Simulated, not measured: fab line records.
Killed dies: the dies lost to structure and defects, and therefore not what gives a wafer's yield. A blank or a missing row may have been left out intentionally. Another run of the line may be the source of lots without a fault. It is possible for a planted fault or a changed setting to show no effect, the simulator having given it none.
Chamber matching / flow gf180mcu / GF_CONTACT_CVD_02 on pecvd-04 has 3 sister chambers
The step deposits SiO2 from TEOS, target thk 860 nm, time 95.992 s. 3 wafers are shown with their chamber, then 7 later ones without.

== WAFERS WITH THEIR CHAMBER ==
wafer=L353.4; chamber=0; heater-power-w (W)=710
wafer=L359.3; chamber=2; heater-power-w (W)=737
wafer=L359.4; chamber=1; heater-power-w (W)=475

== WAFERS MISSING THEIR CHAMBER ==
wafer=L359.6; heater-power-w (W)=751
wafer=L367.1; heater-power-w (W)=675
wafer=L367.4; heater-power-w (W)=642
wafer=L367.5; heater-power-w (W)=564
wafer=L368.3; heater-power-w (W)=722
wafer=L368.5; heater-power-w (W)=708
wafer=L368.6; heater-power-w (W)=589

== WHICH CHAMBER EACH WENT THROUGH ==
wafer=L359.6; from the rows above=can't be placed: 2 or 0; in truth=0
wafer=L367.1; from the rows above=can't be placed: 0 or 2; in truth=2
wafer=L367.4; from the rows above=can't be placed: 0 or 2 or 1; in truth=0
wafer=L367.5; from the rows above=can't be placed: 1 or 0 or 2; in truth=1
wafer=L368.3; from the rows above=can't be placed: 0 or 2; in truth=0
wafer=L368.5; from the rows above=can't be placed: 0 or 2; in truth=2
wafer=L368.6; from the rows above=can't be placed: 1 or 0 or 2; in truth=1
Correct placement for 0 of the 7. From these rows, 7 cannot be placed; in 7 the true chamber is one of the candidates. 0 placed wrongly.
How it was worked out, from the rows above alone: a wafer's distance from a chamber is the root of the sum, over the readings, of the square of ((its reading less the chamber's mean) divided by the reading's scatter). If the next closest chamber is less than 2 further off than the closest, the wafer can't be placed; otherwise it belongs to the closest. A chamber's mean is the mean of its shown wafers. The scatter: root of mean squared gap, hidden wafer to nearest shown wafer, with one shown wafer a chamber.
